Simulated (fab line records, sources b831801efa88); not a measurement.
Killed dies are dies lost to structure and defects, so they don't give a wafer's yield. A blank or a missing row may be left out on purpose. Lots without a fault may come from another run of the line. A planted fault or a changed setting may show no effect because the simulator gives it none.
Problem report in the 8D (eight disciplines) form, filled by code | flow sfq_line | the parts of the form that need people (team, actions taken, sign-off) are left out

1. THE PROBLEM
thk_nm at SFQ_TRILAYER_I2_METRO_MEASURE_065 reads a mean of 180.6 nm on 6 wafers of 2 lots; wafers without a fault read 200.5 nm with a standard deviation of 1.1. That is -18 standard deviations from the usual mean.
First seen on wafer L379.2, day 33 19:10, on film_metro-03. The record holds 42 wafers of 14 lots with a number at this step. Rule for "out", or "out of limits": more than 4 standard deviations from the usual mean. The other wafers with a number count as sound.

2. WHAT IT IS AND WHAT IT IS NOT
question                    | is                           | is not
which readings at this step | thk_nm                       | -
which lots                  | L379, L380                   | L363, L366, L368, L369, L370, L371, L373, L374, L377, L378, L381, L385
which wafers of those lots  | all that have a number       | -
read on which tools         | film_metro-02, film_metro-03 | film_metro-04
when                        | from day 33 19:10            | up to then (30 sound wafers); but 6 sound wafers of L381, L385 came after

3. SUSPECTS, AND WHAT RULES EACH OUT
Counting: a tool at a process step up to the reading stays a suspect if it ran every lot that is out and no sound lot after the first of them.
- cmp-01 at SFQ_TRILAYER_I2_CMP_CMP_064 (polishes SiO2): kept. It ran every lot that is out, first L379 (day 33 16:20), and no sound lot after that; its last sound lot up to then is L374 (day 31 23:34).
Left after counting: cmp-01 at SFQ_TRILAYER_I2_CMP_CMP_064.

4. THE CAUSE (what the simulator had put in)
Process parameter drift: cmp-01, from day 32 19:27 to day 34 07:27, at SFQ_TRILAYER_I2_CMP_CMP_064. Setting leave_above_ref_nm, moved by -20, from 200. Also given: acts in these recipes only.
Counting left only this tool.

5. THE CHAIN OF EFFECTS, in route order
Each row: a reading whose mean over the struck wafers that have a number lies more than 3 standard deviations from the usual. Only readings for which the record gives a usual standard deviation are gone through. hours: the time from each lot's start at the first step in this table that gives one to its start at this step, as a median over the lots. sigmas: the change in usual standard deviations.
hours | step                                  | reading        | usual      | on struck wafers | change | sigmas
0     | SFQ_TRILAYER_I2_METRO_MEASURE_065     | thk_nm         | 200.5 nm   | 180.6            | -19.9  | -18
129   | SFQ_TRILAYER_I2_VIA_ETCH_VIA_ETCH_070 | oes_product_au | 0.856 a.u. | 0.810            | -0.045 | -8.0
The process steps in it:
- SFQ_TRILAYER_I2_METRO_MEASURE_065
- SFQ_TRILAYER_I2_VIA_ETCH_VIA_ETCH_070: etches SiO2 in CHF3, stops on Nb, target depth 260 nm.

6. WHAT WOULD HAVE CAUGHT IT SOONER
In this record the first reading out of limits was taken at day 33 19:10, 24 hours after the fault began at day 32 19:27.
Of the tool readings at SFQ_TRILAYER_I2_CMP_CMP_064 for which the record gives a usual standard deviation, none was out on any struck wafer, so an alarm limit of 4 standard deviations on them would not have fired.
All the lots that are out (2) had begun SFQ_TRILAYER_I2_CMP_CMP_064 on cmp-01 by day 33 19:10. A hold on the tool at that time would have spared none of them.
